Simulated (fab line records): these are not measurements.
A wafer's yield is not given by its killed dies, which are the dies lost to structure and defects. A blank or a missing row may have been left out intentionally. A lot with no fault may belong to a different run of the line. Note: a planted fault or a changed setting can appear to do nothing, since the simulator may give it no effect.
Which tool was responsible? | flow gf180mcu | 6 lots with 18 wafers sampled at 3 steps, on a route of 602 steps

== WHAT EACH GAUGE READ, for each wafer ==
GF_NWELL_TW_MEAS_11.
lot  | measured    | on            | NWELL_TW
L922 | day 4 05:52 | film metro-02 | 1578 1584 1581
L924 | day 4 17:20 | film metro-02 | 1574 1577 1573
L930 | day 6 01:13 | film metro-02 | 1450 1442 1440
L936 | day 7 09:26 | film metro-01 | 1565 1559 1559
L938 | day 7 20:22 | film metro-02 | 1583 1584 1589
L941 | day 8 15:43 | film metro-02 | 1583 1577 1577

== EACH LOT AND THE TOOL THAT RAN IT (in order: tool; ch and the chambers of the sampled wafers; start) ==
lot  | GF_NWELL_IMPLANT_08            | GF_NWELL_STRIP_10
L922 | implanter-03 ch 0, day 4 05:28 | plasma asher-04 ch 0, day 4 05:46
L924 | implanter-02 ch 0, day 4 16:57 | plasma asher-01 ch 0,1, day 4 17:14
L930 | implanter-03 ch 0, day 6 00:49 | plasma asher-03 ch 0,1, day 6 01:07
L936 | implanter-04 ch 0, day 7 09:04 | plasma asher-01 ch 0,1, day 7 09:20
L938 | implanter-04 ch 0, day 7 19:58 | plasma asher-03 ch 0,1, day 7 20:16
L941 | implanter-02 ch 0, day 8 15:19 | plasma asher-01 ch 0,1, day 8 15:37
- GF_NWELL_IMPLANT_08
- GF_NWELL_STRIP_10: strips in O2/N2.

== THE ANSWER, worked out from the rows above alone ==
Rule: the lots themselves supply what counts as usual. Put in order of their means at a reading, lots are off if they are a third of the lots or fewer, leave a main group of 4 or more, and stand apart from it by a gap of 3 or more times the standard deviation of the main group's means; of several such gaps the widest counts. If all means in a main group match to the digits the tables above print for the reading, that group is not used. A lot without any number at a reading at which 4 lots or more have one is off too. The other lots that the step has rows for count as sound.
Off: L930, at GF_NWELL_TW_MEAS_11 (NWELL_TW). Mean 1576 and standard deviation 8.3 in the main group.
If a tool, at a process step before that reading, ran all the lots that are off and no sound lot after the first of them, it fits. Those tools and the gauges at GF_NWELL_TW_MEAS_11 are tried in the same way. One fits: GF_NWELL_IMPLANT_08 on implanter-03. A fault onset in the window from L922 (day 4 05:28, its last sound lot) to L930 (day 6 00:49, its first lot off) fits.

== WHAT THE SIMULATOR HAD INSERTED ==
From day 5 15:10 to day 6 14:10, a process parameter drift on implanter-03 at GF_NWELL_IMPLANT_08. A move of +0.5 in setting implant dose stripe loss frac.
Struck lots among those shown: L930. The rule given above showed the same thing.
